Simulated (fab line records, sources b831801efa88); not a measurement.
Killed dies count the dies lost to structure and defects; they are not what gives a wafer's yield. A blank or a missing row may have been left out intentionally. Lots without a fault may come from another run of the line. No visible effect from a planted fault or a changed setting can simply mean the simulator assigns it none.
fab line records    flow sky130
record lots=6  wafers=16  lastDay=50
route steps=708 shown VIA4@653 METAL5@661 PASSIVATION@681 PAD_OPEN@694
lots untouched by any fault: they come from a run of this same line in which no faults occurred
startH: hours from the record's first day to the start of the lot's first wafer shown    waitH: how many hours have passed since the lot's step before this one    " as in the row above    L1.1+2: several wafers, shown together as one row    - no value, or no start was given    * or withheld: withheld    < > ~ a bound
route shown NAME@n: a module of which the file shows steps, and the number in the route of the first    usual: mean/standard deviation of fault-free wafers    same: alike in all rows    chamber/n: place in a boat    sites: per-site readings    _std_site: how widely they spread, as a standard deviation    _edge_site: inner sites' mean taken away from outer sites' mean    radiusMm: for every site, how far away it sits from the centre of the wafer    mask NAME#n: copy n    behind: the most recent tool/chamber to have shaped the wafer    hold: reason for holding the lot/hours on hold/outcome of the hold    device: the transistor (n, p or np) that didn't switch    end of line: at the end of the route, the tests of the same wafers    a step given without rows: its recipe and nothing more    killed: dies that structure and defects cost at the first sort, which is not the same as the wafer's yield    map: the dies of a wafer, with x for killed, . for not killed, _ for no die there
set.NAME: the setting the step ran with; set.NAME@STEP: the setting that earlier step ran with    model.NAME: the simulator's own value behind a step, which no gauge read
a table for each step, a row for each wafer; lots at some steps of the route
services: when a tool's chamber went out of use (startH, in hours from the record's first day, below 0 if earlier), for how many hours, and the reason
## steps
# step SKY_VIA4_STRIP_14
# recipe chemistry=postEtchResidueRemover  timeS=1200  tempC=72.5
# step SKY_VIA4_CLEAN_15
# recipe chemistry=IPA  timeS=180  tempC=25
# step SKY_VIA4_CLEAN_16
# recipe chemistry=O3/DIW  dry=n2Spin
# step SKY_VIA4_SPUTTER_17
# recipe material=TiN  targetThkNm=20  chamberPressurePa=5  powerW=4000  timeS=80
# step SKY_VIA4_CVD_18
# recipe material=W  targetThkNm=505  timeS=152.14  tempC=400  pressureTorr=40
# usual heaterPowerW=842/59
# same timeS=152.14
lot.wafer  tool     chamber  startH   waitH  heaterPowerW
L818.2     cvdW-01  0        997.83   0.0    754
L818.4     "        0        "        "      763
L818.5     "        0        "        "      755
L827.3     cvdW-01  0        1079.86  0.1    741
L827.6     "        1        "        "      854
L829.3     cvdW-01  0        1088.13  0.1    759
L829.5     "        1        "        "      864
L836.1     cvdW-01  0        1112.83  0.0    755
L836.2     "        1        "        "      870
L836.4     "        0        "        "      744
L838.2     cvdW-02  0        1135.52  0.0    939
L838.5     "        1        "        "      855
L838.6     "        0        "        "      897
L840.2     cvdW-01  1        1136.18  0.0    870
L840.4     "        0        "        "      747
L840.6     "        0        "        "      764
# step SKY_VIA4_RS_MEAS_19
# recipe thkMeasGauge=four-point-probe  reads=W_of_VIA4_CVD_18+TiN_of_VIA4_SPUTTER_17
# usual VIA4_W_RS=0.2261/0.0025
lot.wafer  tool          chamber  startH   waitH  VIA4_W_RS[ohm/sq]
L818.2     filmMetro-01  -        998.00   0.1    0.2296
L818.4     "             -        "        "      0.2317
L818.5     "             -        "        "      0.2284
L827.3     filmMetro-02  -        1080.00  0.1    0.2270
L827.6     "             -        "        "      0.2292
L829.3     filmMetro-01  -        1088.27  0.1    0.2281
L829.5     "             -        "        "      0.2277
L836.1     filmMetro-02  -        1112.99  0.1    0.2214
L836.2     "             -        "        "      0.2206
L836.4     "             -        "        "      0.2222
L838.2     filmMetro-04  -        1135.69  0.1    0.2265
L838.5     "             -        "        "      0.2236
L838.6     "             -        "        "      0.2256
L840.2     filmMetro-04  -        1136.35  0.1    0.2236
L840.4     "             -        "        "      0.2281
L840.6     "             -        "        "      0.2240
# step SKY_VIA4_THK_MEAS_20
# recipe thkMeasGauge=xrf  reads=W_of_VIA4_CVD_18
# usual VIA4_W_THK=518/6
lot.wafer  tool          chamber  startH   waitH  VIA4_W_THK[nm]
L818.2     filmMetro-01  -        998.11   0.1    512
L818.4     "             -        "        "      509
L818.5     "             -        "        "      514
L827.3     filmMetro-02  -        1080.10  0.1    521
L827.6     "             -        "        "      512
L829.3     filmMetro-01  -        1088.37  0.1    516
L829.5     "             -        "        "      514
L836.1     filmMetro-02  -        1113.11  0.1    531
L836.2     "             -        "        "      531
L836.4     "             -        "        "      526
L838.2     filmMetro-04  -        1135.80  0.1    515
L838.5     "             -        "        "      520
L838.6     "             -        "        "      515
L840.2     filmMetro-04  -        1136.46  0.1    520
L840.4     "             -        "        "      511
L840.6     "             -        "        "      518
# step SKY_VIA4_CMP_21
# recipe stopOn=SiO2  tOverpolishS=25  downForcePsi=3.5  platenRpm=60  targetThkNm=0  padVelocityMS=0.94248
# step SKY_METAL5_SPUTTER_00
# recipe material=Ti  targetThkNm=15  powerW=3000  timeS=10  chamberPressurePa=0.4
# usual throttleValvePct=29.7/0.85
# same timeS=10
lot.wafer  tool           chamber  startH   waitH  throttleValvePct
L818.2     pvdSputter-04  -        998.46   0.1    31.2
L818.4     "              -        "        "      30.0
L818.5     "              -        "        "      28.4
L827.3     pvdSputter-03  -        1080.44  0.1    29.9
L827.6     "              -        "        "      29.1
L829.3     pvdSputter-03  -        1089.13  0.2    29.2
L829.5     "              -        "        "      30.3
L836.1     pvdSputter-04  -        1113.47  0.1    29.8
L836.2     "              -        "        "      31.3
L836.4     "              -        "        "      28.4
L838.2     pvdSputter-01  -        1136.15  0.1    28.3
L838.5     "              -        "        "      29.0
L838.6     "              -        "        "      29.4
L840.2     pvdSputter-01  -        1136.81  0.1    29.1
L840.4     "              -        "        "      30.6
L840.6     "              -        "        "      29.0
# step SKY_METAL5_SPUTTER_01
# recipe material=TiN  targetThkNm=20  powerW=6500  timeS=16.7  chamberPressurePa=0.4
# step SKY_METAL5_SPUTTER_02
# recipe material=AlCu  targetThkNm=1150  powerW=10600  timeS=61.2  chamberPressurePa=0.4
# step SKY_METAL5_SPUTTER_03
# recipe material=Ti  targetThkNm=5  powerW=3000  timeS=3.3  chamberPressurePa=0.4
# usual throttleValvePct=29.7/0.85
# same timeS=3.3
lot.wafer  tool           chamber  startH   waitH  throttleValvePct
L818.2     pvdSputter-04  -        998.56   0.0    31.5
L818.4     "              -        "        "      30.0
L818.5     "              -        "        "      28.1
L827.3     pvdSputter-03  -        1080.54  0.0    29.9
L827.6     "              -        "        "      28.9
L829.3     pvdSputter-03  -        1089.23  0.0    28.8
L829.5     "              -        "        "      30.7
L836.1     pvdSputter-04  -        1113.56  0.0    30.0
L836.2     "              -        "        "      31.2
L836.4     "              -        "        "      28.4
L838.2     pvdSputter-01  -        1136.25  0.0    28.7
L838.5     "              -        "        "      29.0
L838.6     "              -        "        "      29.6
L840.2     pvdSputter-01  -        1136.91  0.0    29.0
L840.4     "              -        "        "      30.9
L840.6     "              -        "        "      29.1
# step SKY_METAL5_SPUTTER_04
# recipe material=TiN  targetThkNm=70  powerW=6500  timeS=58.3  chamberPressurePa=0.4
# usual throttleValvePct=29.7/0.84
lot.wafer  tool           chamber  startH   waitH  throttleValvePct  model.TiN_of_METAL5_SPUTTER_04.thkNm
L818.2     pvdSputter-04  -        998.58   0.0    31.2              69.09
L818.4     "              -        "        "      29.9              69.31
L818.5     "              -        "        "      28.3              69.93
L827.3     pvdSputter-03  -        1080.56  0.0    30.1              101.3
L827.6     "              -        "        "      28.7              70.7
L829.3     pvdSputter-03  -        1089.25  0.0    29.0              100.5
L829.5     "              -        "        "      30.2              70.16
L836.1     pvdSputter-04  -        1113.58  0.0    30.0              70.15
L836.2     "              -        "        "      31.4              69.44
L836.4     "              -        "        "      28.2              70.26
L838.2     pvdSputter-01  -        1136.27  0.0    28.6              69.11
L838.5     "              -        "        "      29.2              69.7
L838.6     "              -        "        "      29.4              70.43
L840.2     pvdSputter-01  -        1136.93  0.0    28.9              70.82
L840.4     "              -        "        "      31.0              69.84
L840.6     "              -        "        "      29.1              69.96
# step SKY_METAL5_RS_MEAS_05
# recipe thkMeasGauge=four-point-probe  reads=TiN_of_METAL5_SPUTTER_04+Ti_of_METAL5_SPUTTER_03+AlCu_of_METAL5_SPUTTER_02+TiN_of_METAL5_SPUTTER_01+Ti_of_METAL5_SPUTTER_00
# usual METAL5_ALCU_RS=0.0270/0.00033
lot.wafer  tool          chamber  startH   waitH  METAL5_ALCU_RS[ohm/sq]
L818.2     filmMetro-02  -        998.65   0.0    0.0273
L818.4     "             -        "        "      0.0277
L818.5     "             -        "        "      0.0273
L827.3     filmMetro-03  -        1080.65  0.1    0.0275
L827.6     "             -        "        "      0.0275
L829.3     filmMetro-03  -        1089.35  0.1    0.0271
L829.5     "             -        "        "      0.0268
L836.1     filmMetro-03  -        1113.63  0.0    0.0272
L836.2     "             -        "        "      0.0270
L836.4     "             -        "        "      0.0270
L838.2     filmMetro-01  -        1136.34  0.0    0.0268
L838.5     "             -        "        "      0.0268
L838.6     "             -        "        "      0.0269
L840.2     filmMetro-03  -        1137.00  0.0    0.0268
L840.4     "             -        "        "      0.0264
L840.6     "             -        "        "      0.0268
# step SKY_METAL5_THK_MEAS_06
# recipe thkMeasGauge=xrf  reads=AlCu_of_METAL5_SPUTTER_02
# usual METAL5_ALCU_THK=1140/15
lot.wafer  tool          chamber  startH   waitH  METAL5_ALCU_THK[nm]
L818.2     filmMetro-02  -        998.76   0.1    1125
L818.4     "             -        "        "      1108
L818.5     "             -        "        "      1115
L827.3     filmMetro-03  -        1080.75  0.1    1049
L827.6     "             -        "        "      1123
L829.3     filmMetro-03  -        1089.45  0.1    1063
L829.5     "             -        "        "      1157
L836.1     filmMetro-03  -        1113.75  0.1    1130
L836.2     "             -        "        "      1148
L836.4     "             -        "        "      1142
L838.2     filmMetro-01  -        1136.45  0.1    1155
L838.5     "             -        "        "      1160
L838.6     "             -        "        "      1152
L840.2     filmMetro-03  -        1137.11  0.1    1149
L840.4     "             -        "        "      1170
L840.6     "             -        "        "      1144
# step SKY_METAL5_DEHYDRATE_07
# recipe tempC=200  timeS=60
# step SKY_METAL5_HMDS_08
# recipe primeTimeS=60  primeTempC=120
# step SKY_METAL5_COAT_09
# recipe resist=NOVOLAK  spinRpm=3000  resistThkNm=1800
# step SKY_METAL5_SOFTBAKE_10
# recipe tempC=90  timeS=60  resist=NOVOLAK
# step SKY_METAL5_EXPOSE_11
# recipe maskId=MM5  na=0.6  sourceShape=conventional  sigmaOuter=0.6  polarization=unpolarized  targetCdNm=1600  doseMj=190
# step SKY_METAL5_PEB_12
# recipe tempC=withheld  timeS=*  resist=NOVOLAK
# step SKY_METAL5_DEVELOP_13
# recipe resist=NOVOLAK  developer=TMAH  developTimeS=60  devTempC=23
# step SKY_METAL5_DESCUM_14
# recipe chemistry=O2  sourcePowerW=150  biasPowerW=0  pressureMtorr=10  tempC=40  timeS=11
# step SKY_METAL5_METAL_ETCH_15
# recipe targetDepthA=12600  stopOn=SiO2  overEtchFrac=0.2  timeS=252  chemistry=Cl2/BCl3  resistSidewallDeg=86  pressureMtorr=10  icpW=900  biasW=48.5  Cl2_flow_sccm=60  bcl3FlowSccm=30
# usual drypumpMotorCurrentA=5.6/0.62  oesProductAu=0.894/0.0048  throttleValvePct=22.264/0.0099
# same timeS=252
lot.wafer  tool         chamber  startH   waitH  drypumpMotorCurrentA  oesProductAu  rfHoursCounterH  throttleValvePct
L818.2     rieMetal-01  0        1021.89  0.0    6.4                   0.898         9                22.260
L818.4     "            0        "        "      6.4                   0.894         -                22.250
L818.5     "            0        "        "      6.4                   0.897         -                22.261
L827.3     rieMetal-02  0        1100.57  0.1    4.7                   0.890         -                22.257
L827.6     "            0        "        "      4.7                   0.894         -                22.252
L829.3     rieMetal-02  0        1109.17  0.1    4.7                   0.889         -                22.258
L829.5     "            0        "        "      4.7                   0.897         -                22.267
L836.1     rieMetal-03  1        1132.86  0.0    6.3                   0.892         24               22.277
L836.2     "            0        "        "      6.0                   0.897         22               22.271
L836.4     "            0        "        "      6.0                   0.900         -                22.260
L838.2     rieMetal-03  1        1154.84  0.0    6.2                   0.888         25               22.274
L838.5     "            0        "        "      6.1                   0.899         -                22.276
L838.6     "            1        "        "      6.2                   0.894         -                22.266
L840.2     rieMetal-01  0        1155.65  0.1    6.4                   0.885         -                22.261
L840.4     "            0        "        "      6.4                   0.885         -                22.262
L840.6     "            0        "        "      6.4                   0.888         -                22.279
# step SKY_METAL5_STRIP_16
# recipe chemistry=O2/N2  powerW=1400  pressureMtorr=1500  platenTempC=withheld  o2FlowSccm=3000  n2FlowSccm=300  overashFraction=0.5
# step SKY_METAL5_STRIP_17
# recipe chemistry=postEtchResidueRemover  timeS=1200  tempC=72.5
# same timeS=1200
lot.wafer  tool         chamber  startH   waitH  model.TiN_of_METAL5_SPUTTER_04.thkNm
L818.2     wetBench-03  1        1022.23  0.1    68.67
L818.4     "            1        "        "      68.89
L818.5     "            1        "        "      69.51
L827.3     wetBench-03  3        1100.86  0.1    100.8
L827.6     "            3        "        "      70.28
L829.3     wetBench-01  0        1109.43  0.0    100.1
L829.5     "            0        "        "      69.74
L836.1     wetBench-03  2        1133.19  0.1    69.73
L836.2     "            2        "        "      69.02
L836.4     "            2        "        "      69.84
L838.2     wetBench-01  3        1155.22  0.1    68.69
L838.5     "            3        "        "      69.28
L838.6     "            3        "        "      70.01
L840.2     wetBench-04  3        1156.14  0.1    70.4
L840.4     "            3        "        "      69.42
L840.6     "            3        "        "      69.55
# step SKY_METAL5_CLEAN_18
# recipe chemistry=IPA  timeS=180  tempC=25
# step SKY_METAL5_CLEAN_19
# recipe chemistry=O3/DIW  dry=n2Spin
# step SKY_PASSIVATION_CVD_00
# recipe material=SiO2  targetThkNm=90  tempC=400  timeS=withheld  rfW=600
# step SKY_PASSIVATION_THK_MEAS_01
# recipe reads=SiO2_of_PASSIVATION_CVD_00
# usual PASSIVATION_CVD_00_THK=90.0/1.2
lot.wafer  tool          chamber  startH   waitH  PASSIVATION_CVD_00_THK[nm]
L818.2     filmMetro-03  -        1022.80  -      89.4
L818.4     "             -        "        "      91.2
L818.5     "             -        "        "      91.1
L827.3     filmMetro-03  -        1101.79  -      89.2
L827.6     "             -        "        "      89.9
L829.3     filmMetro-02  -        1110.52  -      91.5
L829.5     "             -        "        "      90.4
L836.1     filmMetro-02  -        1134.07  -      88.6
L836.2     "             -        "        "      87.6
L836.4     "             -        "        "      90.3
L838.2     filmMetro-03  -        1156.24  -      88.8
L838.5     "             -        "        "      90.1
L838.6     "             -        "        "      91.7
L840.2     filmMetro-04  -        1156.88  -      89.5
L840.4     "             -        "        "      91.2
L840.6     "             -        "        "      90.9
# step SKY_PASSIVATION_CVD_02
# recipe material=Si3N4  targetThkNm=540  tempC=400  timeS=withheld  rfW=450
# usual heaterPowerW=774/110
lot.wafer  tool      chamber  startH   waitH  heaterPowerW
L818.2     pecvd-02  0        1022.85  0.0    935
L818.4     "         0        "        "      774
L818.5     "         0        "        "      828
L827.3     pecvd-02  1        1101.83  0.0    831
L827.6     "         0        "        "      845
L829.3     pecvd-01  0        1110.56  0.0    879
L829.5     "         2        "        "      632
L836.1     pecvd-02  1        1134.13  0.1    798
L836.2     "         0        "        "      917
L836.4     "         1        "        "      836
L838.2     pecvd-04  0        1156.29  0.0    646
L838.5     "         1        "        "      851
L838.6     "         2        "        "      727
L840.2     pecvd-02  2        1156.93  0.0    644
L840.4     "         2        "        "      682
L840.6     "         0        "        "      935
# step SKY_PASSIVATION_THK_MEAS_03
# recipe reads=Si3N4_of_PASSIVATION_CVD_02
# usual PASSIVATION_CVD_02_THK=539/7.1
lot.wafer  tool          chamber  startH   waitH  PASSIVATION_CVD_02_THK[nm]
L818.2     filmMetro-02  -        1023.19  -      534
L818.4     "             -        "        "      542
L818.5     "             -        "        "      538
L827.3     filmMetro-02  -        1102.08  -      544
L827.6     "             -        "        "      544
L829.3     filmMetro-04  -        1110.80  -      537
L829.5     "             -        "        "      548
L836.1     filmMetro-04  -        1134.35  -      544
L836.2     "             -        "        "      540
L836.4     "             -        "        "      551
L838.2     filmMetro-02  -        1156.53  -      533
L838.5     "             -        "        "      540
L838.6     "             -        "        "      535
L840.2     filmMetro-04  -        1157.17  -      536
L840.4     "             -        "        "      536
L840.6     "             -        "        "      539
# step SKY_PASSIVATION_DEHYDRATE_04
# recipe tempC=200  timeS=60
# step SKY_PASSIVATION_HMDS_05
# recipe primeTimeS=60  primeTempC=120
# step SKY_PASSIVATION_COAT_06
# recipe spinRpm=2000  resistThkNm=3000
# step SKY_PASSIVATION_SOFTBAKE_07
# recipe tempC=110  timeS=withheld
# step SKY_PASSIVATION_EXPOSE_08
# recipe maskId=NSM  targetCdNm=3000  na=0.57  doseMj=260
# step SKY_PASSIVATION_PEB_09
# recipe tempC=115  timeS=withheld
# step SKY_PASSIVATION_DEVELOP_10
# recipe developTimeS=60  devTempC=23
# step SKY_PASSIVATION_ETCH_11
# recipe chemistry=CF4/O2  targetDepthNm=725  stopOn=AlCu  sourceW=800  biasW=150  pressureMtorr=150  cf4FlowSccm=80  O2_flow_sccm=10  timeS=161.1
# usual cf4FlowSccm=80.00/0.25  drypumpMotorCurrentA=5.8/0.47  oesProductAu=0.977/0.0066  throttleValvePct=5.964/0.0098
# same timeS=161.1
lot.wafer  tool        chamber  startH   waitH  cf4FlowSccm  drypumpMotorCurrentA  oesProductAu  rfHoursCounterH  throttleValvePct  model.PASSIVATION.featureDepthNm
L818.2     rieDiel-02  3        1044.32  -      80.43        5.8                   0.973         7                5.964             696.8
L818.4     "           1        "        "      79.87        6.1                   0.977         19               5.956             707.1
L818.5     "           3        "        "      80.11        5.8                   0.978         -                5.951             704.5
L827.3     rieDiel-02  0        1120.82  -      79.92        6.3                   0.997         12               5.973             734.2
L827.6     "           1        "        "      80.04        6.2                   0.979         -                5.971             709.3
L829.3     rieDiel-03  3        1130.21  -      80.27        5.8                   0.999         19               5.973             728.1
L829.5     "           3        "        "      80.08        5.8                   0.990         -                5.961             712.5
L836.1     rieDiel-03  1        1153.31  -      79.61        5.6                   0.983         11               5.958             706.7
L836.2     "           2        "        "      79.61        5.4                   0.977         13               5.956             702
L836.4     "           2        "        "      79.91        5.4                   0.983         -                5.970             716.9
L838.2     rieDiel-03  2        1173.31  -      79.84        5.4                   0.977         14               5.957             695.5
L838.5     "           3        "        "      79.92        5.8                   0.979         -                5.966             704.3
L838.6     "           2        "        "      79.97        5.4                   0.979         -                5.957             702.3
L840.2     rieDiel-02  2        1174.88  -      79.94        6.2                   0.970         15               5.958             701.1
L840.4     "           1        "        "      80.19        6.1                   0.976         24               5.962             701.6
L840.6     "           3        "        "      80.03        5.8                   0.977         -                5.969             704.9
# step SKY_PASSIVATION_STRIP_12
# recipe chemistry=O2/N2  powerW=1400  pressureMtorr=1500  platenTempC=withheld  overashFraction=0.7  o2FlowSccm=3000  n2FlowSccm=300
# step SKY_PAD_OPEN_DEHYDRATE_00
# recipe tempC=200  timeS=60
# step SKY_PAD_OPEN_ETCH_07
# recipe chemistry=CF4/O2  targetDepthNm=725  stopOn=AlCu  sourceW=800  biasW=150  pressureMtorr=150  cf4FlowSccm=80  O2_flow_sccm=10  timeS=161.1
# usual cf4FlowSccm=80.01/0.25  drypumpMotorCurrentA=5.8/0.3  oesProductAu=0.977/0.0068  throttleValvePct=5.965/0.0098
# same timeS=161.1
lot.wafer  tool        chamber  startH   waitH  cf4FlowSccm  drypumpMotorCurrentA  oesProductAu  rfHoursCounterH  throttleValvePct  model.PAD_OPEN.featureDepthNm
L818.2     rieDiel-02  3        1066.11  -      79.92        5.8                   0.966         8                5.978             696.8
L818.4     "           2        "        "      79.91        6.2                   0.986         12               5.982             707.1
L818.5     "           0        "        "      79.85        6.3                   0.969         -                5.984             704.5
L827.3     rieDiel-03  1        1139.85  -      79.95        5.7                   0.992         10               5.979             731.4
L827.6     "           3        "        "      80.19        5.8                   0.993         -                5.963             709.3
L829.3     rieDiel-01  1        1149.21  -      79.99        6.0                   0.996         26               5.970             728.1
L829.5     "           0        "        "      79.42        5.4                   0.985         -                5.966             712.5
L836.1     rieDiel-03  0        1170.56  -      80.39        5.9                   0.972         26               5.969             706.7
L836.2     "           2        "        "      79.92        5.4                   0.969         14               5.956             702
L836.4     "           1        "        "      79.97        5.7                   0.982         12               5.958             716.9
L838.2     rieDiel-01  1        1190.16  -      80.51        6.0                   0.975         28               5.980             695.5
L838.5     "           0        "        "      79.95        5.4                   0.981         -                5.962             704.3
L838.6     "           3        "        "      80.05        5.6                   0.968         -                5.966             702.3
L840.2     rieDiel-01  2        1191.30  -      79.89        5.1                   0.976         26               5.960             701.1
L840.4     "           1        "        "      79.94        6.0                   0.971         28               5.969             701.6
L840.6     "           1        "        "      80.32        6.0                   0.972         -                5.957             704.9
# step SKY_PAD_OPEN_PROBE_99
# usual defectLimitedYield=82.4/1.8  killed_at_M0_to_M3=43/7.8  killed_at_M4_up=3.2/1.7  killedAtContacts=24/5.2  killedAtFrontEnd=15/4.5  killedAtOther=0.4/0.65  killedDies=87/9.1  killedOpen=47/7.3  killedShort=40/6.5  sort_bin_3_pad_short=0.9/0.46  sort_bin_5_function=10.4/1.5  sort_bin_6_memory=6.3/1  sortNPass=405/9.1  sortYieldPct=82.4/1.8
# same grossDies=492  killedAtBackSide=0  sort_bin_4_leakage[%]=0  sort_bin_8_speed[%]=0
lot.wafer  tool       chamber  startH   waitH  defectLimitedYield[%]  killed_at_M0_to_M3  killed_at_M4_up  killedAtContacts  killedAtFrontEnd  killedAtOther  killedDies  killedOpen  killedShort  sort_bin_3_pad_short[%]  sort_bin_5_function[%]  sort_bin_6_memory[%]  sortNPass  sortYieldPct[%]
L818.2     prober-01  -        1068.52  0.1    82.9                   42                  1                25                15                1              84          49          35           0.6                      10.2                    6.3                   408        82.9
L818.4     prober-01  -        1068.62  0.2    82.1                   45                  1                34                8                 0              88          54          34           1.2                      10.0                    6.7                   404        82.1
L818.5     prober-01  -        1068.67  0.2    81.9                   43                  4                21                21                0              89          46          43           1.8                      10.0                    6.3                   403        81.9
L827.3     prober-02  -        1142.27  0.2    79.5                   53                  4                24                18                2              101         60          40           0.8                      13.8                    5.9                   391        79.5
# killed by level:class
L818.2 VIA1:geometricParticle:open=12 LI_CONTACT:geometricParticle:open=11 CONTACT:geometricParticle:open=8 VIA1:geometricParticle:short=6 VIA3:geometricParticle:open=5 VIA2:geometricParticle:open=5 METAL2:geometricParticle:short=5 FIELD_ISO:geometricParticle:open=4
L818.4 CONTACT:geometricParticle:open=13 VIA1:geometricParticle:open=12 CONTACT:geometricParticle:short=9 LI_CONTACT:geometricParticle:open=8 METAL2:geometricParticle:short=6 VIA2:geometricParticle:open=6 VIA2:geometricParticle:short=5 VIA3:geometricParticle:open=4
L818.5 VIA1:geometricParticle:open=15 CONTACT:geometricParticle:open=7 METAL2:geometricParticle:short=7 POLY_GATE:geometricParticle:open=5 LOCAL_INTERCONNECT:geometricParticle:short=5 VIA3:geometricParticle:open=5 CONTACT:geometricParticle:short=5 VIA2:geometricParticle:open=5
L827.3 VIA1:geometricParticle:open=18 VIA2:geometricParticle:open=11 CONTACT:geometricParticle:open=9 LI_CONTACT:geometricParticle:short=6 CONTACT:geometricParticle:short=6 VIA3:geometricParticle:open=6 POLY_GATE:geometricParticle:short=5 VIA1:geometricParticle:short=4
## services
tool           chamber  startH   hours  kind
pvdSputter-04  -        976.82   2.6    repair
pvdSputter-03  -        982.16   0.9    repair
pecvd-02       -        995.62   0.8    repair
pecvd-04       -        996.76   0.6    repair
cvdW-02        -        1016.87  6.0    pm
pvdSputter-04  -        1027.30  6.3    repair
cvdW-02        0        1032.18  12.2   repair
rieDiel-02     0        1046.18  16.5   repair
rieMetal-03    -        1060.94  0.9    repair
rieMetal-01    0        1062.07  19.1   repair
rieMetal-03    -        1074.39  2.8    pm
pvdSputter-04  -        1075.84  1.2    repair
rieMetal-02    0        1079.12  5.9    repair
rieMetal-02    -        1082.58  0.9    repair
rieMetal-02    1        1100.90  6.0    repair
rieDiel-02     -        1110.19  0.2    repair
rieDiel-02     -        1132.68  4.3    pm
cvdW-01        0        1136.71  7.7    repair
rieDiel-03     0        1146.44  7.6    repair
pvdSputter-01  -        1152.49  13.2   repair
rieDiel-01     2        1168.92  9.9    repair
rieDiel-01     0        1175.11  8.9    repair
wetBench-03    -        1178.12  1.9    repair
rieDiel-02     3        1179.62  6.3    repair
## key
firstSign step=SKY_METAL5_THK_MEAS_06  reading=METAL5_ALCU_THK  direction=down  sigmas=5.5  usual=1140  struck=1056
effect step=SKY_PASSIVATION_ETCH_11  reading=oesProductAu  direction=up  sigmas=3.1  usual=0.977  struck=0.998
effect step=SKY_PAD_OPEN_ETCH_07  reading=oesProductAu  direction=up  sigmas=2.6  usual=0.977  struck=0.994
modelEffect step=SKY_METAL5_SPUTTER_04  value=TiN_of_METAL5_SPUTTER_04.thkNm  without=70.81  struck=100.9
modelEffect step=SKY_METAL5_STRIP_17  value=TiN_of_METAL5_SPUTTER_04.thkNm  without=70.4  struck=100.5
modelEffect step=SKY_PASSIVATION_ETCH_11  value=PASSIVATION.featureDepthNm  without=706  struck=731.1
modelEffect step=SKY_PAD_OPEN_ETCH_07  value=PAD_OPEN.featureDepthNm  without=706  struck=729.7
metAt SKY_METAL5_SPUTTER_04
struckWafers L827.3,L829.3
fault kind=processParameterDrift  tool=pvdSputter-03  chamber=-  onsetH=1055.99  steps=SKY_METAL5_SPUTTER_04  channel=targetThkNm  offset=30.08  shape=step  endH=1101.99  scope=struckWafersOnly  actsIn=theseRecipesOnly  stated=70
